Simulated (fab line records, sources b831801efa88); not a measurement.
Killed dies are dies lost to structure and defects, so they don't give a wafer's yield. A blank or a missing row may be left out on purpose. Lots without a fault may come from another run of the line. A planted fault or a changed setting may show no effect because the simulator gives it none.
Which tool did it? | flow gf180mcu | 13 lots, 39 wafers sampled, at 4 steps of a route of 602

WHAT THE GAUGES READ, wafer by wafer
GF_V2_RS_MEAS_24: measures by four-point-probe. Usual: V2_W_RS 0.328 ohm/sq, standard deviation 0.0056.
lot  | measured     | on            | V2_W_RS (ohm/sq)  | flag
L597 | day 20 16:25 | film_metro-04 | 0.316 0.320 0.319 |
L599 | day 21 00:07 | film_metro-02 | 0.331 0.335 0.330 |
L598 | day 21 03:53 | film_metro-01 | 0.325 0.323 0.326 |
L602 | day 22 08:44 | film_metro-01 | 0.328 0.329 0.327 |
L603 | day 22 17:44 | film_metro-04 | 0.328 0.322 0.328 |
L604 | day 22 19:20 | film_metro-04 | 0.324 0.330 0.323 |
L605 | day 23 02:44 | film_metro-01 | 0.334 0.336 0.335 |
L606 | day 23 17:07 | film_metro-01 | 0.336 0.335 0.331 |
L611 | day 25 14:57 | film_metro-01 | 0.321 0.323 0.331 |
L612 | day 26 00:01 | film_metro-01 | 0.332 0.334 0.329 |
L614 | day 26 07:04 | film_metro-01 | 0.325 0.323 0.329 |
L615 | day 26 16:59 | film_metro-04 | 0.339 0.338 0.333 |
L619 | day 27 23:54 | film_metro-02 | 0.333 0.330 0.328 |

GF_M3_CD_MEAS_14: target cd 280 nm. Usual: cd_nm 279.9 nm, standard deviation 0.93.
lot  | measured     | on        | cd_nm (nm)        | flag
L597 | day 21 17:50 | cd_sem-02 | 280.1 280.0 279.7 |
L599 | day 22 00:55 | cd_sem-01 | 279.6 280.5 279.6 |
L598 | day 22 04:31 | cd_sem-02 | 280.0 280.6 280.2 |
L602 | day 23 08:07 | cd_sem-02 | 278.2 278.2 279.2 |
L603 | day 23 17:07 | cd_sem-02 | 279.6 280.4 280.7 |
L604 | day 23 18:09 | cd_sem-02 | 279.4 279.8 279.2 |
L605 | day 24 01:58 | cd_sem-02 | 279.2 279.9 279.6 |
L606 | day 24 15:31 | cd_sem-02 | 279.0 279.7 278.5 |
L611 | day 26 12:34 | cd_sem-02 | 278.5 279.4 278.9 |
L612 | day 26 20:46 | cd_sem-02 | 281.0 279.5 279.6 |
L614 | day 27 04:13 | cd_sem-02 | 281.3 279.5 280.1 |
L615 | day 27 13:52 | cd_sem-01 | 280.7 281.7 281.0 |
L619 | day 28 19:49 | cd_sem-01 | 279.8 279.8 280.0 |

GF_V3_THK_MEAS_03. Usual: V3_CVD_02_THK 854 nm, standard deviation 11.
lot  | measured     | on            | V3_CVD_02_THK (nm) | flag
L597 | day 21 18:58 | film_metro-04 | 851 854 866        |
L599 | day 22 01:56 | film_metro-01 | 864 855 860        |
L598 | day 22 05:31 | film_metro-01 | 847 838 831        |
L602 | day 23 09:10 | film_metro-03 | 847 850 857        |
L603 | day 23 18:07 | film_metro-03 | 848 844 847        |
L604 | day 23 19:15 | film_metro-03 | 840 852 855        |
L605 | day 24 02:58 | film_metro-04 | 854 857 857        |
L606 | day 24 16:32 | film_metro-03 | 839 852 877        |
L611 | day 26 13:37 | film_metro-04 | 811 825 841        |
L612 | day 26 21:48 | film_metro-03 | 873 846 858        |
L614 | day 27 05:15 | film_metro-01 | 814 834 820        |
L615 | day 27 14:54 | film_metro-03 | 841 833 848        |
L619 | day 28 20:58 | film_metro-03 | 833 868 869        |

WHICH TOOL RAN EACH LOT (tool, then ch and the chambers of the sampled wafers, then the start)
lot  | GF_V3_CVD_02
L597 | pecvd-01 ch 0, day 21 18:52
L599 | pecvd-02 ch 0,1, day 22 01:52
L598 | pecvd-01 ch 0,1,2, day 22 05:27
L602 | pecvd-01 ch 0,2, day 23 09:05
L603 | pecvd-04 ch 0,1,2, day 23 18:03
L604 | pecvd-01 ch 0,2, day 23 19:10
L605 | pecvd-04 ch 0,1,2, day 24 02:53
L606 | pecvd-02 ch 1,2, day 24 16:28
L611 | pecvd-01 ch 1,2, day 26 13:32
L612 | pecvd-02 ch 1,2, day 26 21:44
L614 | pecvd-01 ch 0,1,2, day 27 05:11
L615 | pecvd-02 ch 0,2, day 27 14:50
L619 | pecvd-02 ch 1,2, day 28 20:52
- GF_V3_CVD_02: deposits SiO2 from TEOS, target thk 850 nm, time 94.851 s.

WHAT THE TOOLS THEMSELVES READ (means of the sampled wafers that have a number; where no wafer has one, the mark that the record gives instead)
GF_V3_CVD_02. Usual: heater_power_w 654 W, standard deviation 65; run_length_s 122.8 s, standard deviation 0.38.
lot  | tool     | heater_power_w (W) | run_length_s (s) | flag
L597 | pecvd-01 | 624                | 123.1            |
L599 | pecvd-02 | 622                | 122.7            |
L598 | pecvd-01 | 670                | 122.8            |
L602 | pecvd-01 | 645                | 123.0            |
L603 | pecvd-04 | 614                | 122.7            |
L604 | pecvd-01 | 645                | 123.1            |
L605 | pecvd-04 | 678                | 123.0            |
L606 | pecvd-02 | 745                | 122.5            |
L611 | pecvd-01 | 634                | 118.7            | OFF
L612 | pecvd-02 | 685                | 122.3            |
L614 | pecvd-01 | 682                | 119.2            | OFF
L615 | pecvd-02 | 648                | 122.5            |
L619 | pecvd-02 | 714                | 122.6            |

THE ANSWER, worked out from the rows above alone
Rule: a lot is off if the mean of its wafers that have a number lies more than 3 standard deviations from the usual mean. A lot without any number at a reading at which 4 lots or more have one is off too. The other lots that the step has rows for count as sound. The gauges are gone through in route order, then the tools' own readings, and for those a lot's mean is taken as printed above. The first step at which some lot is off is used, and at that step the reading that is off furthest; a lot without a number counts as furthest.
Off: L611, L614, at GF_V3_CVD_02 (run_length_s).
A tool fits if, at that step or a process step before it, it ran every lot that is off, and no sound lot after the first of them. One fits: pecvd-01 at GF_V3_CVD_02. Its last sound lot is L604 (day 23 19:10), its first lot that is off L611 (day 26 13:32): a fault that began between those two fits.
The tool's own readings at GF_V3_CVD_02 bear it out: on the lots that are off they differ by more than 5 times the standard deviation of the sound lots' means. run_length_s reads 119.0 s there against 122.8 s on the sound lots.

WHAT THE SIMULATOR HAD PUT IN
Process parameter drift: pecvd-01, from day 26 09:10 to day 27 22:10, at GF_V3_CVD_02. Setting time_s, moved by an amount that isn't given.
Lots struck among those shown: L611, L614. The rule above found the same.
